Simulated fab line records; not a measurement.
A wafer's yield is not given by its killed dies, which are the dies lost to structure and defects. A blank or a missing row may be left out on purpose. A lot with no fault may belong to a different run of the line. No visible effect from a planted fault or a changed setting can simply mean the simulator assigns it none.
fab line records	flow sky130
record: lots: 12	wafers: 35	last-day: 50
route steps=708 shown LDD_HVP@285 SD_N@354 LI_CONTACT@368
lots that met no fault: taken from a fault-free run of the same line
start-h: hours from the record's first day to the start of the lot's first wafer shown	wait-h: hours since the lot's step before	" same as the row above	L1.1+2: a row that stands for several wafers	- no value, or no start given	* or withheld: withheld	< > ~ a bound
route shown NAME@n: names a module that has steps shown in the file, with the first one's number in the route	usual: the fault-free wafers' mean and standard deviation	same: alike in all rows	chamber/n: place in a boat	sites: the reading at each site	_std_site: their standard deviation	_edge_site: mean of outer sites minus mean of inner sites	radius-mm: for every site, how far away it sits from the centre of the wafer	mask NAME#n: copy n	behind: the last tool/chamber to shape the wafer	hold: the reason the lot was held/the length of the hold in hours/how it ended	device: the transistor (n, p or np) that didn't switch	end of line: the route-end tests of the same wafers	a step without rows: its recipe alone	killed: dies that structure and defects cost at the first sort, which is not the same as the wafer's yield	map: a wafer's dies, x killed, . not, _ none there
set.NAME: the setting as run; set.NAME@STEP: as run at that earlier step	model.NAME: the simulator's own value behind a step, which no gauge read
one table for each step of the route and one row for each wafer, over a sample of lots
services: from which hour (start-h, from the record's first day; less than 0 if before it) a tool's chamber was out of use, for how many hours, and why
== steps ==
step: SKY_LDD_HVP_OVL_MEAS_07
usual: LDD_HVP_OVL: -0.3/1.2
lot.wafer	tool	chamber	start-h	wait-h	LDD_HVP_OVL[nm]
L370.1	overlay-02	-	531.39	0.1	-0.5
L370.4	"	-	"	"	-0.1
L370.5	"	-	"	"	1.1
L371.1	overlay-01	-	558.69	0.1	-1.0
L371.4	"	-	"	"	0.3
L371.5	"	-	"	"	-2.1
L373.1	overlay-01	-	575.90	0.1	0.3
L373.4	"	-	"	"	-2.0
L373.5	"	-	"	"	-0.9
L375.1	overlay-01	-	585.35	0.1	-1.4
L375.3	"	-	"	"	-0.5
L375.5	"	-	"	"	-1.3
L376.1	overlay-01	-	589.05	0.1	-1.0
L376.3	"	-	"	"	-1.7
L376.6	"	-	"	"	-0.1
L378.3	overlay-01	-	599.41	0.1	0.6
L378.5	"	-	"	"	1.0
L378.6	"	-	"	"	0.5
L377.2	overlay-01	-	602.26	0.1	-1.6
L377.3	"	-	"	"	0.4
L377.4	"	-	"	"	-0.2
L380.3	overlay-01	-	608.31	0.1	-1.9
L380.5	"	-	"	"	-2.1
L387.1	overlay-01	-	658.25	0.1	-1.7
L387.4	"	-	"	"	-0.1
L387.5	"	-	"	"	-0.3
L390.1	overlay-01	-	675.95	0.1	2.0
L390.3	"	-	"	"	-0.3
L390.5	"	-	"	"	0.2
L391.1	overlay-02	-	680.24	0.1	2.7
L391.2	"	-	"	"	1.5
L391.6	"	-	"	"	0.1
L392.1	overlay-01	-	686.65	0.1	-0.7
L392.2	"	-	"	"	-2.6
L392.6	"	-	"	"	-2.4
step: SKY_SD_N_TW_MEAS_12
usual: SD_N_TW: 3977/20
lot.wafer	tool	chamber	start-h	wait-h	SD_N_TW
L370.1	film-metro-03	-	677.41	0.1	4012
L370.4	"	-	"	"	3970
L370.5	"	-	"	"	4003
L371.1	film-metro-01	-	703.92	0.1	4006
L371.4	"	-	"	"	4001
L371.5	"	-	"	"	4012
L373.1	film-metro-01	-	720.81	0.1	3974
L373.4	"	-	"	"	3978
L373.5	"	-	"	"	3962
L375.1	film-metro-01	-	729.95	0.1	3969
L375.3	"	-	"	"	3959
L375.5	"	-	"	"	3948
L376.1	film-metro-01	-	733.05	0.1	3959
L376.3	"	-	"	"	3959
L376.6	"	-	"	"	3976
L378.3	film-metro-01	-	742.23	0.1	3964
L378.5	"	-	"	"	3994
L378.6	"	-	"	"	4003
L377.2	film-metro-01	-	744.72	0.1	4004
L377.3	"	-	"	"	3989
L377.4	"	-	"	"	4001
L380.3	film-metro-03	-	776.33	0.1	3989
L380.5	"	-	"	"	3971
L387.1	film-metro-01	-	795.34	0.1	4006
L387.4	"	-	"	"	3984
L387.5	"	-	"	"	3964
L390.1	film-metro-02	-	818.26	0.1	3977
L390.3	"	-	"	"	4009
L390.5	"	-	"	"	3973
L391.1	film-metro-02	-	823.41	0.1	3996
L391.2	"	-	"	"	3976
L391.6	"	-	"	"	3966
L392.1	film-metro-03	-	826.06	0.1	3945
L392.2	"	-	"	"	3948
L392.6	"	-	"	"	3956
step: SKY_LI_CONTACT_COAT_06
recipe: resist: BARC	temp-c: withheld	time-s: withheld	spin-rpm: 3000	resist-thk-nm: 60
usual: chill-plate-temp-C: *
lot.wafer	tool	chamber	start-h	wait-h	chill-plate-temp-C
L370.1	litho-track-01	0	693.55	0.1	*
L370.4	"	0	"	"	*
L370.5	"	0	"	"	*
L371.1	litho-track-01	0	718.85	0.1	*
L371.4	"	0	"	"	*
L371.5	"	0	"	"	*
L373.1	litho-track-03	0	733.69	0.1	*
L373.4	"	0	"	"	*
L373.5	"	0	"	"	*
L375.1	litho-track-03	0	744.44	0.1	*
L375.3	"	0	"	"	*
L375.5	"	0	"	"	*
L376.1	litho-track-03	0	748.54	0.1	*
L376.3	"	0	"	"	*
L376.6	"	0	"	"	*
L378.3	litho-track-03	0	757.19	0.1	*
L378.5	"	0	"	"	*
L378.6	"	0	"	"	*
L377.2	litho-track-03	0	759.22	0.1	*
L377.3	"	0	"	"	*
L377.4	"	0	"	"	*
L380.3	litho-track-03	0	789.69	0.1	*
L380.5	"	0	"	"	*
L387.1	litho-track-04	0	810.45	0.1	*
L387.4	"	0	"	"	*
L387.5	"	0	"	"	*
L390.1	litho-track-01	0	832.40	0.1	*
L390.3	"	0	"	"	*
L390.5	"	0	"	"	*
L391.1	litho-track-01	0	837.75	0.1	*
L391.2	"	0	"	"	*
L391.6	"	0	"	"	*
L392.1	litho-track-04	0	840.00	0.1	*
L392.2	"	0	"	"	*
L392.6	"	0	"	"	*
step: SKY_LI_CONTACT_ETCH_14
recipe: chemistry: N2/H2	target: BARC	ion-energy-ev: 200	source-w: 500	bias-w: 100	pressure-mtorr: 30	n2-flow-sccm: 100	h2-flow-sccm: 200	stop-on: SiO2	time-s: 45.9	target-depth-a: 600
usual: drypump-motor-current-A: 5.8/0.55	oes-product-au: 0.854/0.0047	throttle-valve-pct: 13.225/0.0089
lot.wafer	tool	chamber	start-h	wait-h	drypump-motor-current-A	oes-product-au	rf-hours-counter-h	throttle-valve-pct
L370.1	rie-diel-01	2	707.05	0.0	5.5	0.850	4	13.226
L370.4	"	3	"	"	5.5	0.856	5	13.221
L370.5	"	1	"	"	5.3	0.846	-	13.210
L371.1	rie-diel-01	0	732.55	0.0	6.7	0.852	9	13.216
L371.4	"	3	"	"	5.5	0.846	6	13.237
L371.5	"	1	"	"	5.3	0.852	-	13.211
L373.1	rie-diel-01	1	748.56	0.0	5.3	0.850	4	13.210
L373.4	"	2	"	"	5.5	0.857	5	13.214
L373.5	"	1	"	"	5.3	0.851	-	13.227
L375.1	rie-diel-02	2	758.75	0.0	5.9	0.856	3	13.206
L375.3	"	1	"	"	6.4	0.860	4	13.226
L375.5	"	1	"	"	6.3	0.861	-	13.237
L376.1	rie-diel-02	0	762.90	0.0	5.2	0.853	5	13.233
L376.3	"	3	"	"	6.5	0.843	4	13.224
L376.6	"	1	"	"	6.3	0.853	-	13.203
L378.3	rie-diel-03	2	770.76	0.0	4.8	0.881	15	13.229
L378.5	"	0	"	"	5.8	0.853	-	13.224
L378.6	"	1	"	"	6.2	0.857	-	13.225
L377.2	rie-diel-01	0	772.70	0.0	6.7	0.874	10	13.232
L377.3	"	1	"	"	5.3	0.874	5	13.228
L377.4	"	2	"	"	5.5	0.855	6	13.238
L380.3	rie-diel-03	2	803.41	0.0	4.8	0.875	16	13.245
L380.5	"	3	"	"	5.6	0.856	-	13.238
L387.1	rie-diel-01	0	823.71	0.0	6.7	0.850	12	13.218
L387.4	"	3	"	"	5.5	0.854	9	13.239
L387.5	"	1	"	"	5.3	0.854	-	13.230
L390.1	rie-diel-02	3	846.27	0.0	6.5	0.851	6	13.217
L390.3	"	1	"	"	6.3	0.854	6	13.233
L390.5	"	0	"	"	5.2	0.852	-	13.232
L391.1	rie-diel-03	0	850.00	0.0	5.8	0.860	4	13.244
L391.2	"	1	"	"	6.2	0.861	4	13.217
L391.6	"	1	"	"	6.2	0.842	-	13.237
L392.1	rie-diel-01	1	853.16	0.0	5.3	0.854	7	13.240
L392.2	"	0	"	"	6.6	0.858	13	13.239
L392.6	"	2	"	"	5.5	0.862	-	13.224
step: SKY_LI_CONTACT_CMP_24
recipe: stop-on: PSG	t-overpolish-s: 20	down-force-psi: 3.5	platen-rpm: 60	target-thk-nm: 0	pad-velocity-m-s: 0.94248
usual: motor-current-A: 10.6/1.6	overpolish-run-s: 20.001/0.009	time-to-endpoint-s: 97/4
lot.wafer	tool	chamber	start-h	wait-h	motor-current-A	overpolish-run-s	time-to-endpoint-s
L370.4	cmp-01	3	707.91	0.0	9.7	20.013	101
L370.1	"	0	"	"	7.6	20.009	104
L370.5	"	0	"	"	7.8	20.004	108
L371.1	cmp-01	0	733.57	0.1	8.2	19.999	92
L371.4	"	1	"	"	11.9	20.009	88
L371.5	"	2	"	"	10.8	20.001	90
L373.1	cmp-02	3	749.44	0.1	10.7	20.012	106
L373.4	"	1	"	"	10.3	20.016	106
L373.5	"	0	"	"	10.2	19.998	106
L375.1	cmp-01	0	759.66	0.1	7.9	20.004	97
L375.3	"	1	"	"	11.2	20.015	94
L375.5	"	3	"	"	9.3	19.992	93
L376.1	cmp-02	0	763.87	0.1	10.6	19.999	97
L376.3	"	1	"	"	9.9	19.999	101
L376.6	"	2	"	"	14.4	19.988	89
L378.3	cmp-02	2	771.72	0.1	14.1	20.008	95
L378.5	"	0	"	"	10.0	19.998	96
L378.6	"	1	"	"	10.3	20.007	98
L377.3	cmp-01	0	773.57	0.0	7.9	20.008	94
L377.2	"	1	"	"	11.6	19.993	93
L377.4	"	2	"	"	11.1	20.013	96
L380.3	cmp-01	0	804.29	0.0	8.0	20.001	97
L380.5	"	1	"	"	12.4	20.009	96
L387.4	cmp-02	0	824.62	0.1	10.7	19.993	100
L387.1	"	1	"	"	10.3	20.000	99
L387.5	"	3	"	"	11.2	20.006	97
L390.3	cmp-01	1	847.24	0.1	11.6	20.008	94
L390.1	"	2	"	"	12.2	20.003	96
L390.5	"	0	"	"	8.2	19.998	92
L391.1	cmp-02	0	850.93	0.1	11.3	20.004	98
L391.2	"	2	"	"	14.1	19.989	91
L391.6	"	1	"	"	10.4	20.000	96
L392.2	cmp-01	0	854.07	0.1	8.0	20.006	99
L392.1	"	2	"	"	11.7	20.023	99
L392.6	"	0	"	"	7.9	19.996	93
== services ==
tool	chamber	start-h	hours	kind
cmp-02	-	687.29	3.5	repair
cmp-02	-	688.79	3.8	repair
rie-diel-03	1	700.09	-	clean
rie-diel-03	1	700.09	21.8	scheduled-down
rie-diel-03	1	700.09	21.8	vent-cycle
rie-diel-01	-	719.57	2.5	repair
rie-diel-03	0	721.88	-	clean
rie-diel-03	0	721.88	31.8	scheduled-down
rie-diel-03	0	721.88	31.8	vent-cycle
litho-track-04	-	727.90	-	consumable-replace:filter
cmp-01	-	730.70	0.3	repair
rie-diel-02	0	732.78	5.4	repair
cmp-02	-	735.54	4.9	pm
cmp-02	-	744.37	4.0	pm
cmp-02	-	748.37	-	consumable-replace:conditioner
cmp-02	-	748.37	-	consumable-replace:pad
rie-diel-03	1	773.67	7.5	repair
litho-track-04	-	801.60	-	consumable-replace:filter
rie-diel-03	-	808.84	0.5	repair
rie-diel-01	0	826.50	8.2	repair
rie-diel-02	2	827.57	9.4	repair
cmp-02	-	829.58	0.8	repair
cmp-01	-	837.63	7.8	pm
== key ==
first-sign: step: SKY_LI_CONTACT_ETCH_14	reading: oes-product-au	direction: up	sigmas: 4.8	usual: 0.854	struck: 0.876
effect none on later readings
met-at SKY_LI_CONTACT_COAT_06
struck-lots L377,L378,L380
struck-wafers L377.2,L377.3,L378.3,L380.3
tester-left-out L377,L378,L380
not-acting-at SKY_LDD_HVP_OVL_MEAS_07,SKY_SD_N_TW_MEAS_12,SKY_LI_CONTACT_CMP_24
onset-between 748.54 757.19
fault: kind: process-parameter-drift	tool: litho-track-03	chamber: -	onset-h: 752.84	steps: SKY_LI_CONTACT_COAT_06	channel: resist-thk-nm	offset: 2.8945	shape: step	end-h: 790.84	scope: struck-wafers-only	acts-in: these-recipes-only	stated: 60
tester-left-out: of these lots the tester's yield and bins aren't shown, on N5 and GAA mostly nor the transistor test; their killed dies are dies lost to structure and defects alone, not to doping, threshold or leakage, so they don't give the yield
